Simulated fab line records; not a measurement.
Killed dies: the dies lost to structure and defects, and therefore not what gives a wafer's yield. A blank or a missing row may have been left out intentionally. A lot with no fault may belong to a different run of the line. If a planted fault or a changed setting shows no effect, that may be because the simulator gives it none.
8D (eight disciplines) problem report, filled in by code ; flow sky130 ; the parts of the form that need people (team, actions taken, sign-off) are left out

1. THE ISSUE
Wafers without a fault read 0.946 a.u. with a standard deviation of 0.0052, while oes-product-au at SKY_VIA3_ETCH_15 averages 0.993 a.u. across 2 wafers of 1 lot. Relative to the usual mean, that is a shift of +9.0 standard deviations.
The step: etches SiO2 in C4F8/O2/Ar, stops on TiN, target depth 507 nm, time 78 s.
The first sign was on wafer L894.1 at day 42 12:59, on rie-diel-02. The record has a number at this step for 33 wafers belonging to 11 lots. Rule for "out", or "out of limits": more than 4 standard deviations from the usual mean. Any other wafer with a number is counted as sound.

2. WHAT IT IS AND WHAT IT IS NOT
question;is;is not
which readings at this step;oes-product-au;-
which lots;L894;L885, L886, L897, L898, L899, L902, L904, L905, L906, L907
which wafers of those lots;L894.1, L894.6;L894.4
read on which tools;rie-diel-02;rie-diel-03, rie-diel-04
when;from day 42 12:59;"up to then (7 sound wafers); but 24 sound wafers of L897, L898, L899, L902, L904, L905, L906, L907 came after"

3. SUSPECTS, AND WHAT RULES EACH OUT
Counting: if a tool at a process step up to the reading ran every lot that is out, it stays a suspect. Sound lots after the first of them don't rule it out here, since some wafers of a struck lot are sound.
- rie-metal-03 at SKY_METAL3_DESCUM_15 (chemistry O2, time 8 s): kept. It ran the lot that is out, L894 (day 41 11:20).
- cmp-02 at SKY_VIA3_CMP_02 (polishes SiO2): kept. It processed L894, the lot that is out, at day 41 12:37, and its most recent sound lot before then was L886 at day 39 00:20.
- rie-diel-02 at SKY_VIA3_ETCH_15 (etches SiO2 in C4F8/O2/Ar, stops on TiN, target depth 507 nm, time 78 s): kept. It ran the lot that is out, L894 (day 42 12:59). Its own readings are out on those wafers: oes-product-au.
- Within cmp-02 at SKY_VIA3_CMP_02: the wafers that are out ran in chambers 0, 3; their sound lot-mates ran in chamber 1.
- Within rie-diel-02 at SKY_VIA3_ETCH_15: the wafers that are out ran in chambers 0, 3; their sound lot-mates ran in chamber 1.
rie-metal-03 at SKY_METAL3_DESCUM_15, cmp-02 at SKY_VIA3_CMP_02 and rie-diel-02 at SKY_VIA3_ETCH_15 are what is left after counting.

4. THE CAUSE (what the simulator had put in)
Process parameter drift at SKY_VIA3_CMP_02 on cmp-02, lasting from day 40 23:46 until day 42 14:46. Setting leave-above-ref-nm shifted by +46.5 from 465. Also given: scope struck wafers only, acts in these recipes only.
3 suspects survive the count, and this tool is in that group.

5. THE CHAIN OF EFFECTS, in route order
Rows list readings where the struck wafers' mean (over those with a number) sits beyond 3 standard deviations from the usual. Readings are gone through only where the record gives a usual standard deviation; hours: the median, over the lots, of the time from a lot's start at the first step in this table giving one to that lot's start at this step; sigmas: the change measured in usual standard deviations.
hours;step;reading;usual;on struck wafers;change;sigmas
0;SKY_VIA3_ETCH_15;oes-product-au;0.946 a.u.;0.993;+0.047;+9.0
Here are the process steps it includes:
- SKY_VIA3_ETCH_15: etches SiO2 in C4F8/O2/Ar, stops on TiN, target depth 507 nm, time 78 s.

6. WHAT WOULD HAVE CAUGHT IT SOONER
In this record the first reading out of limits was taken at day 42 12:59, 37 hours after the fault began at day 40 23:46.
An alarm limit of 4 standard deviations would not have fired on the tool readings at SKY_VIA3_CMP_02 for which the record gives a usual standard deviation, since none of them was out on any struck wafer.
Lots out: 1; all had begun SKY_VIA3_CMP_02 on cmp-02 by day 42 12:59. A hold on the tool at that time would have spared none of them.
